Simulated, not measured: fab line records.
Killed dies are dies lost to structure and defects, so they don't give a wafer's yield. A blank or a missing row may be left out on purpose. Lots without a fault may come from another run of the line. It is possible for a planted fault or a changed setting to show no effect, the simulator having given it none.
Chamber matching || flow sky130 || SKY_PASSIVATION_CVD_02 on pecvd-03 has 3 sister chambers
The step deposits Si3N4, target thk 540 nm. 14 wafers are shown with their chamber, then 7 later ones without.

## WAFERS WITH THEIR CHAMBER
{"wafer": "L077.1", "chamber": 1, "heater_power_w (W)": 958}
{"wafer": "L077.3", "chamber": 0, "heater_power_w (W)": 805}
{"wafer": "L077.5", "chamber": 0, "heater_power_w (W)": 821}
{"wafer": "L079.1", "chamber": 2, "heater_power_w (W)": 741}
{"wafer": "L079.4", "chamber": 0, "heater_power_w (W)": 865}
{"wafer": "L079.5", "chamber": 2, "heater_power_w (W)": 615}
{"wafer": "L082.1", "chamber": 2, "heater_power_w (W)": 632}
{"wafer": "L082.2", "chamber": 1, "heater_power_w (W)": 915}
{"wafer": "L082.6", "chamber": 1, "heater_power_w (W)": 933}
{"wafer": "L084.1", "chamber": 1, "heater_power_w (W)": 926}
{"wafer": "L084.2", "chamber": 0, "heater_power_w (W)": 825}
{"wafer": "L084.6", "chamber": 1, "heater_power_w (W)": 980}
{"wafer": "L090.1", "chamber": 2, "heater_power_w (W)": 714}
{"wafer": "L090.3", "chamber": 1, "heater_power_w (W)": 836}

SIGNATURES, as means of the wafers listed above
{"reading": "heater_power_w", "chamber 0": 829.00, "chamber 1": 924.67, "chamber 2": 675.50, "scatter within a chamber": 48.1}
Rule: a wafer lies at a distance from a chamber equal to the root of the sum of squares, over the readings, of (its reading less the chamber's mean, divided by the reading's scatter). If the next closest chamber is less than 2 further off than the closest, the wafer can't be placed; otherwise it belongs to the closest. How the scatter is found: for the shown wafers, subtract from each reading the mean of its chamber, square and add these, divide the total by (wafers less chambers), then take the root.

## WAFERS MISSING THEIR CHAMBER
{"wafer": "L090.6", "heater_power_w (W)": 723}
{"wafer": "L092.2", "heater_power_w (W)": 978}
{"wafer": "L092.3", "heater_power_w (W)": 780}
{"wafer": "L092.4", "heater_power_w (W)": 657}
{"wafer": "L096.1", "heater_power_w (W)": 900}
{"wafer": "L096.2", "heater_power_w (W)": 769}
{"wafer": "L096.4", "heater_power_w (W)": 608}

## WHICH CHAMBER EACH WENT THROUGH
{"wafer": "L090.6", "from the rows above": "can't be placed: 2 or 0", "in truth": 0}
{"wafer": "L092.2", "from the rows above": "can't be placed: 1 or 0", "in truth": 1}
{"wafer": "L092.3", "from the rows above": "can't be placed: 0 or 2 or 1", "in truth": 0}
{"wafer": "L092.4", "from the rows above": 2, "in truth": 2}
{"wafer": "L096.1", "from the rows above": "can't be placed: 1 or 0", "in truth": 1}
{"wafer": "L096.2", "from the rows above": "can't be placed: 0 or 2 or 1", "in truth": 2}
{"wafer": "L096.4", "from the rows above": 2, "in truth": 2}
2 of 7 placed correctly. From these rows, 5 cannot be placed; in 5 the true chamber is one of the candidates. 0 placed wrongly.
